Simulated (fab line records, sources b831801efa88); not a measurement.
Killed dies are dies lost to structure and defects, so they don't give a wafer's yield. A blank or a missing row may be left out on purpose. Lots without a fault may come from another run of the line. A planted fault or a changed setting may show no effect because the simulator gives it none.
A struck lot beside a sound one | flow gf180mcu | 15 steps out of a route of 602
Sound: wafers L283.1, L283.2, L283.6. Struck: wafer L288.3. (L288.5 of the same lot was not struck and is left out.) The cause comes at the end.
At each step with rows: each side's tool, then ch and its chambers, then its first start. Under that, the readings that differ: sound wafers | struck wafers | difference of the means | sigmas: that difference in standard deviations of wafers without a fault.
alike: readings whose means differ by less than 2 such deviations, and words and numbers that are the same on both sides. not compared: withheld readings, readings that some wafer has no value for, bounds like >300 that may hide the same value, and numbers for which the record gives no deviation and whose values overlap.
The two part at a step that has a row with sigmas, a row that says differs or no value, or rows on one side only. Numbers that don't overlap but have no deviation are shown without sigmas and don't part them. A reading that every wafer of one side lacks parts them only if that side has two wafers or more.

GF_PSD_RS_MEAS_15: measures by four-point-probe.
  sound on film_metro-02, day 15 08:07; struck on film_metro-02, day 17 07:06
  alike: PSD_RS
GF_SAB_CVD_00: deposits SiO2 from TEOS, target thk 50 nm, time 4.9302 s.
  sound on pecvd-03 ch 0,1, day 15 08:14; struck on pecvd-03 ch 2, day 17 07:11
  alike: heater_power_w
GF_SAB_THK_MEAS_01:
  sound on film_metro-01, day 15 08:15; struck on film_metro-03, day 17 07:13
  alike: SAB_CVD_00_THK
then, 7 steps without rows for these wafers: GF_SAB_DEHYDRATE_02 (time 60 s); GF_SAB_HMDS_03 (prime time 60 s); GF_SAB_COAT_04 (resist thk 1000 nm); GF_SAB_SOFTBAKE_05 (time 60 s); GF_SAB_EXPOSE_06 (exposes mask SAB, target cd 420 nm); GF_SAB_PEB_07; GF_SAB_DEVELOP_08 (develop time 60 s).
GF_SAB_CD_MEAS_09: target cd 420 nm.
  sound on cd_sem-02, day 16 04:43; struck on cd_sem-01, day 18 06:17
  alike: cd_nm
GF_SAB_OVL_MEAS_10:
  sound on overlay-01, day 16 04:50; struck on overlay-01, day 18 06:23
  alike: SAB_OVL
GF_SAB_ETCH_11: etches SiO2 in C4F8/O2/Ar, target depth 55 nm, time 8.5 s.
  sound on rie_diel-02 ch 0,1,2, day 16 04:52; struck on rie_diel-02 ch 2, day 18 06:24
  reading                         | sound            | struck | difference | sigmas
  model.etch.depth_nm (nm)        | 54.43 53.5 53.87 | 58.56  | +4.63      |
  model.SAB.feature_depth_nm (nm) | 54.43 53.5 53.87 | 58.56  | +4.63      |
  alike: oes_product_au
  not compared: rf_hours_counter_h
then, 1 step without rows for these wafers: GF_SAB_WET_ETCH_12 (etches SiO2 in dHF, target depth 22 nm, time 440 s).
GF_PASSIVATION_PROBE_99:
  the record has rows for the sound wafers here (prober-02, day 30 00:20) and none for the struck ones

WHERE THEY PART
Only at GF_PASSIVATION_PROBE_99, within this record.

WHY: what the simulator had put in
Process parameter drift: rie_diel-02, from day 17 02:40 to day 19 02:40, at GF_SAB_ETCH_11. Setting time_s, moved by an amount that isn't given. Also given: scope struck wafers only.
